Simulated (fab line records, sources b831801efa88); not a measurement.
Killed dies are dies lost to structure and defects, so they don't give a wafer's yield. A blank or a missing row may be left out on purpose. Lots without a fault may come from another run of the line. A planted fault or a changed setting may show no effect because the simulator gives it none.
Which tool did it? | flow sky130 | 12 lots, 36 wafers sampled, at 1 step of a route of 708

WHAT THE GAUGES READ, wafer by wafer
SKY_PWDE_TW_MEAS_10.
lot  | measured    | on            | PWDE_TW
L075 | day 4 04:52 | film_metro-04 | 373.6 371.4 373.9
L077 | day 4 13:45 | film_metro-03 | 372.1 372.2 374.3
L080 | day 5 07:36 | film_metro-04 | 372.9 371.1 373.6
L081 | day 5 16:21 | film_metro-04 | 369.8 371.8 373.5
L083 | day 6 02:25 | film_metro-04 | 371.6 369.4 372.8
L085 | day 6 15:10 | film_metro-01 | 368.8 372.3 371.1
L087 | day 6 22:57 | film_metro-03 | 374.9 372.4 374.4
L089 | day 7 09:30 | film_metro-03 | 373.5 373.8 375.4
L091 | day 7 21:28 | film_metro-01 | 370.9 370.7 370.9
L093 | day 8 10:01 | film_metro-04 | 369.1 372.0 371.0
L095 | day 8 18:57 | film_metro-03 | 374.9 373.2 373.3
L097 | day 9 05:25 | film_metro-03 | 376.7 376.1 376.7

WHICH TOOL RAN EACH LOT (tool, then ch and the chambers of the sampled wafers, then the start)
The record holds no process step before these readings.

THE ANSWER, worked out from the rows above alone
Rule: what is usual is taken from the lots themselves. Put in order of their means at a reading, lots are off if they are a third of the lots or fewer, leave a main group of 4 or more, and stand apart from it by a gap of 3 or more times the standard deviation of the main group's means; of several such gaps the widest counts. A main group whose means are all the same, to the digits that the tables above print for the reading, isn't used. A lot without any number at a reading at which 4 lots or more have one is off too. The other lots that the step has rows for count as sound.
No lot is off at any reading shown: from this, nothing can be told.

WHAT THE SIMULATOR HAD PUT IN
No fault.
